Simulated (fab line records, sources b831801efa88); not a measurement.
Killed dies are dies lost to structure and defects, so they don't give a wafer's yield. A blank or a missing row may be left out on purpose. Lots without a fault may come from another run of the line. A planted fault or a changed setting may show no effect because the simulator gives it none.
Chamber matching | flow gf180mcu | GF_POLY_GATE_ETCH_13 on rie_si-02: 4 sister chambers
The step etches poly-Si in HBr/Cl2, stops on SiO2, target depth 198.5 nm, time 69.6 s. 4 wafers are shown with their chamber, then 7 later ones without.

WAFERS WITH THEIR CHAMBER
wafer  | chamber | oes_product_au (a.u.)
L486.2 | 3       | 1.003
L501.1 | 2       | 0.985
L502.1 | 1       | 0.985
L502.3 | 0       | 0.999

WAFERS WITHOUT THEIR CHAMBER
wafer  | oes_product_au (a.u.)
L502.4 | 0.998
L503.1 | 0.993
L503.3 | 0.980
L503.4 | 0.994
L505.4 | 0.992
L505.5 | 0.991
L505.6 | 0.990

WHICH CHAMBER EACH WENT THROUGH
wafer  | from the rows above               | in truth
L502.4 | can't be placed: 0 or 3           | 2
L503.1 | can't be placed: 0 or 1 or 2 or 3 | 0
L503.3 | can't be placed: 1 or 2           | 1
L503.4 | can't be placed: 0 or 3 or 1 or 2 | 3
L505.4 | can't be placed: 0 or 1 or 2 or 3 | 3
L505.5 | can't be placed: 1 or 2 or 0 or 3 | 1
L505.6 | can't be placed: 1 or 2 or 0 or 3 | 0
Placed correctly: 0 of 7. Can't be placed from these rows: 7 (the true chamber is among the candidates in 6). Placed wrongly: 0.
How it was worked out, from the rows above alone: a wafer's distance from a chamber is the root of the sum, over the readings, of the square of ((its reading less the chamber's mean) divided by the reading's scatter). The wafer belongs to the nearest chamber; if the next one is less than 2 further off, it can't be placed. A chamber's mean is the mean of its shown wafers. The scatter: with one shown wafer a chamber, the root of the mean of the squares of how far each hidden wafer lies from its nearest shown one.
